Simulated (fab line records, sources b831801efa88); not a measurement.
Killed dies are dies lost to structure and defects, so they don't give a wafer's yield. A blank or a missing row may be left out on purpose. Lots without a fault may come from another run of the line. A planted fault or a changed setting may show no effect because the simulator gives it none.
Chamber matching | flow gf180mcu | GF_V1_CVD_00 on hdpcvd-01: 3 sister chambers
The step deposits SiO2, target thk 600 nm, time 97.07 s. 6 wafers are shown with their chamber, then 9 later ones without.

WAFERS WITH THEIR CHAMBER
wafer  | chamber | susceptor_temp_C (C) | run_length_s (s)
L584.5 | 0       | 399.87               | 128.1
L585.4 | 1       | 400.01               | 128.1
L585.5 | 2       | 399.82               | 127.9
L587.2 | 1       | 399.86               | 127.9
L587.3 | 0       | 399.77               | 128.1
L587.4 | 2       | 399.98               | 128.0

WAFERS WITHOUT THEIR CHAMBER
wafer  | susceptor_temp_C (C) | run_length_s (s)
L589.1 | 400.19               | 128.4
L589.3 | 400.11               | 128.2
L589.4 | 399.86               | 128.2
L594.3 | 400.06               | 128.2
L594.4 | 400.27               | 127.9
L594.6 | 400.22               | 128.2
L600.2 | 399.76               | 127.8
L600.5 | 400.23               | 128.1
L600.6 | 399.94               | 128.1

WHICH CHAMBER EACH WENT THROUGH
wafer  | from the rows above          | in truth
L589.1 | can't be placed: 0 or 1 or 2 | 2
L589.3 | can't be placed: 1 or 0 or 2 | 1
L589.4 | can't be placed: 0 or 1 or 2 | 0
L594.3 | can't be placed: 1 or 0 or 2 | 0
L594.4 | can't be placed: 1 or 2 or 0 | 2
L594.6 | can't be placed: 1 or 0 or 2 | 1
L600.2 | can't be placed: 2 or 1 or 0 | 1
L600.5 | can't be placed: 1 or 2 or 0 | 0
L600.6 | can't be placed: 1 or 0 or 2 | 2
Placed correctly: 0 of 9. Can't be placed from these rows: 9 (the true chamber is among the candidates in 9). Placed wrongly: 0.
How it was worked out, from the rows above alone: a wafer's distance from a chamber is the root of the sum, over the readings, of the square of ((its reading less the chamber's mean) divided by the reading's scatter). The wafer belongs to the nearest chamber; if the next one is less than 2 further off, it can't be placed. A chamber's mean is the mean of its shown wafers. The scatter: the root of (the sum of the squares of (reading less its chamber's mean) over the shown wafers, divided by (wafers less chambers)).
